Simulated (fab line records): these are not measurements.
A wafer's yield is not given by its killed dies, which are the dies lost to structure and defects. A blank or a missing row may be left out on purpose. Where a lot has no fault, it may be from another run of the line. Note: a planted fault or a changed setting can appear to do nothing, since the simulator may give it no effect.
The tool behind it: which one? -- flow gf180mcu -- Sampling: 13 lots, 38 wafers, 6 of 602 route steps

WHAT EACH GAUGE READ, for each wafer
GF_HV_LDD_CD_MEAS_07: target cd 400 nm.
lot,measured,on,cd nm (nm)
L680,day 10 01:41,cd sem-01,400.5 398.3 400.5
L682,day 10 14:14,cd sem-02,398.4 401.4 399.4
L683,day 11 03:32,cd sem-02,400.5 402.3 402.7
L685,day 11 13:50,cd sem-02,399.4 400.2 399.4
L686,day 12 00:55,cd sem-01,400.3 398.2 399.9
L687,day 12 11:16,cd sem-01,396.7 399.9 397.1
L688,day 12 11:07,cd sem-02,400.4 400.6 398.0
L689,day 12 19:25,cd sem-01,402.7 401.9 403.2
L691,day 13 09:11,cd sem-02,401.6 399.3 398.7
L692,day 13 15:20,cd sem-02,400.7 400.5 400.1
L693,day 14 02:20,cd sem-02,401.5 401.0 402.4
L700,day 15 22:47,cd sem-01,423.9 422.6
L703,day 17 02:02,cd sem-01,399.6 402.2 402.0

GF_PASSIVATION_THK_MEAS_03.
lot,measured,on,PASSIVATION_CVD_02_THK (nm)
L680,day 28 09:13,film metro-02,690 697 698
L682,day 28 17:26,film metro-03,688 703 703
L683,day 29 06:05,film metro-03,705 711 704
L685,day 29 20:55,film metro-02,693 710 707
L686,day 30 03:24,film metro-03,700 705 704
L687,day 30 17:05,film metro-04,701 710 707
L688,day 30 15:28,film metro-02,699 709 715
L689,day 30 22:04,film metro-02,704 692 707
L691,day 31 09:23,film metro-02,695 691 700
L692,day 31 20:32,film metro-03,701 714 704
L693,day 32 01:37,film metro-03,695 711 711
L700,day 33 14:24,film metro-03,709 703
L703,day 34 07:42,film metro-04,698 706 707

WHICH TOOL RAN EACH LOT (tool, then ch and the chambers of the sampled wafers, then the start)
lot,GF_HV_LDD_COAT_02,GF_HV_LDD_STRIP_10,GF_V2_CVD_02,GF_PASSIVATION_CVD_02
L680,"litho track-01 ch 0, day 9 17:16","plasma asher-03 ch 0,1, day 10 01:59","pecvd-04 ch 0,1,2, day 19 09:12","pecvd-04 ch 1,2, day 28 08:54"
L682,"litho track-01 ch 0, day 10 05:04","plasma asher-03 ch 0,1, day 10 14:32","pecvd-04 ch 0,2, day 19 23:24","pecvd-02 ch 0,2, day 28 17:04"
L683,"litho track-03 ch 0, day 10 17:59","plasma asher-03 ch 0,1, day 11 03:50","pecvd-02 ch 0,1,2, day 20 15:25","pecvd-01 ch 0,1,2, day 29 05:48"
L685,"litho track-01 ch 0, day 11 04:41","plasma asher-03 ch 0,1, day 11 14:07","pecvd-04 ch 0,1,2, day 21 07:28","pecvd-02 ch 0,2, day 29 20:37"
L686,"litho track-02 ch 0, day 11 14:46","plasma asher-04 ch 0, day 12 01:11","pecvd-03 ch 0,1,2, day 21 17:48","pecvd-02 ch 0,1,2, day 30 03:06"
L687,"litho track-01 ch 0, day 12 00:19","plasma asher-03 ch 0,1, day 12 11:34","pecvd-04 ch 0,1,2, day 22 10:29","pecvd-01 ch 0,1, day 30 16:48"
L688,"litho track-02 ch 0, day 12 00:19","plasma asher-02 ch 0,1, day 12 11:23","pecvd-03 ch 0,2, day 22 09:29","pecvd-02 ch 0,1, day 30 15:11"
L689,"litho track-02 ch 0, day 12 09:19","plasma asher-04 ch 0,1, day 12 19:41","pecvd-02 ch 0,2, day 22 18:14","pecvd-02 ch 0,2, day 30 21:46"
L691,"litho track-02 ch 0, day 12 23:14","plasma asher-02 ch 0,1, day 13 09:30","pecvd-04 ch 0,1,2, day 23 07:44","pecvd-04 ch 0,1,2, day 31 09:05"
L692,"litho track-03 ch 0, day 13 04:41","plasma asher-03 ch 1, day 13 15:38","pecvd-04 ch 1,2, day 23 20:49","pecvd-01 ch 0,1,2, day 31 20:15"
L693,"litho track-02 ch 0, day 13 15:41","plasma asher-02 ch 0,1, day 14 02:38","pecvd-02 ch 0,2, day 24 04:16","pecvd-04 ch 0,1, day 32 01:18"
L700,"litho track-03 ch 0, day 15 11:29","plasma asher-03 ch 0,1, day 15 23:05","pecvd-03 ch 0,2, day 26 02:39","pecvd-04 ch 0,1, day 33 14:05"
L703,"litho track-01 ch 0, day 16 14:21","plasma asher-03 ch 0,1, day 17 02:20","pecvd-03 ch 1,2, day 27 01:32","pecvd-04 ch 1,2, day 34 07:23"
- GF_HV_LDD_COAT_02: resist thk 1000 nm.
- GF_HV_LDD_STRIP_10: strips in O2/N2.
- GF_V2_CVD_02: deposits SiO2 from TEOS, target thk 850 nm, time 94.851 s.
- GF_PASSIVATION_CVD_02: deposits Si3N4, target thk 700 nm, time 486.18 s.

WHAT THE TOOLS THEMSELVES READ (means of the sampled wafers that have a number; where no wafer has one, the mark that the record gives instead)
GF_HV_LDD_COAT_02.
lot,tool,chill plate temp C (C)
L680,litho track-01,22.88
L682,litho track-01,23.04
L683,litho track-03,22.94
L685,litho track-01,22.92
L686,litho track-02,23.02
L687,litho track-01,23.01
L688,litho track-02,22.93
L689,litho track-02,22.95
L691,litho track-02,22.99
L692,litho track-03,22.91
L693,litho track-02,23.05
L700,litho track-03,23.09
L703,litho track-01,23.04

GF_HV_LDD_STRIP_10.
lot,tool,drypump motor current A (A),heater power w (W),oes product au (a.u.),strip time to endpoint s (s)
L680,plasma asher-03,5.8,341,0.718,12.65
L682,plasma asher-03,6.1,356,0.718,12.64
L683,plasma asher-03,5.8,344,0.714,12.64
L685,plasma asher-03,6.1,361,0.718,12.65
L686,plasma asher-04,5.4,284,0.716,12.58
L687,plasma asher-03,5.8,339,0.717,12.59
L688,plasma asher-02,6.1,367,0.717,12.61
L689,plasma asher-04,5.3,289,0.716,12.61
L691,plasma asher-02,5.9,348,0.722,12.61
L692,plasma asher-03,5.5,317,0.718,12.67
L693,plasma asher-02,5.9,347,0.713,12.61
L700,plasma asher-03,6.0,356,0.639,9.86
L703,plasma asher-03,5.8,343,0.714,12.59

GF_V2_CVD_02.
lot,tool,heater power w (W)
L680,pecvd-04,675
L682,pecvd-04,631
L683,pecvd-02,562
L685,pecvd-04,638
L686,pecvd-03,681
L687,pecvd-04,610
L688,pecvd-03,660
L689,pecvd-02,568
L691,pecvd-04,671
L692,pecvd-04,619
L693,pecvd-02,534
L700,pecvd-03,648
L703,pecvd-03,725

GF_PASSIVATION_CVD_02.
lot,tool,heater power w (W)
L680,pecvd-04,721
L682,pecvd-02,641
L683,pecvd-01,746
L685,pecvd-02,632
L686,pecvd-02,617
L687,pecvd-01,784
L688,pecvd-02,626
L689,pecvd-02,648
L691,pecvd-04,712
L692,pecvd-01,735
L693,pecvd-04,689
L700,pecvd-04,694
L703,pecvd-04,696

THE ANSWER, worked out from the rows above alone
Rule: what is usual is taken from the lots themselves. Put in order of their means at a reading, lots are off if they are a third of the lots or fewer, leave a main group of 4 or more, and stand apart from it by a gap of 3 or more times the standard deviation of the main group's means; of several such gaps the widest counts. The tables above print the reading to a certain number of digits; a main group whose means all agree to those digits is not used. A lot without any number at a reading at which 4 lots or more have one is off too. Any other lot the step has rows for is counted as sound. The gauges are gone through in route order, then the tools' own readings, and for those a lot's mean is taken as printed above. The first step at which some lot is off is used, and at that step the reading that is off furthest; a lot without a number counts as furthest.
Off, at GF_HV_LDD_CD_MEAS_07 on cd nm: L700. The main group has a mean of 400.3 nm with a standard deviation of 1.2.
If a tool, at a process step before that reading, ran all the lots that are off and no sound lot after the first of them, it fits. The gauges at GF_HV_LDD_CD_MEAS_07 aren't tried: what is off there is off at GF_HV_LDD_STRIP_10 too, on other tools, and a gauge's error can't cause that. One candidate fits, namely litho track-03 at GF_HV_LDD_COAT_02. Its last sound lot is L692 (day 13 04:41), its first lot that is off L700 (day 15 11:29): a fault that began between those two fits.

WHAT HAD BEEN PUT IN BY THE SIMULATOR
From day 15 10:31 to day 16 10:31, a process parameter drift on litho track-03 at GF_HV_LDD_COAT_02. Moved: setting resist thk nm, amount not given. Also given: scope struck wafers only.
Struck lots among those shown: L700. The same result came from the rule above.
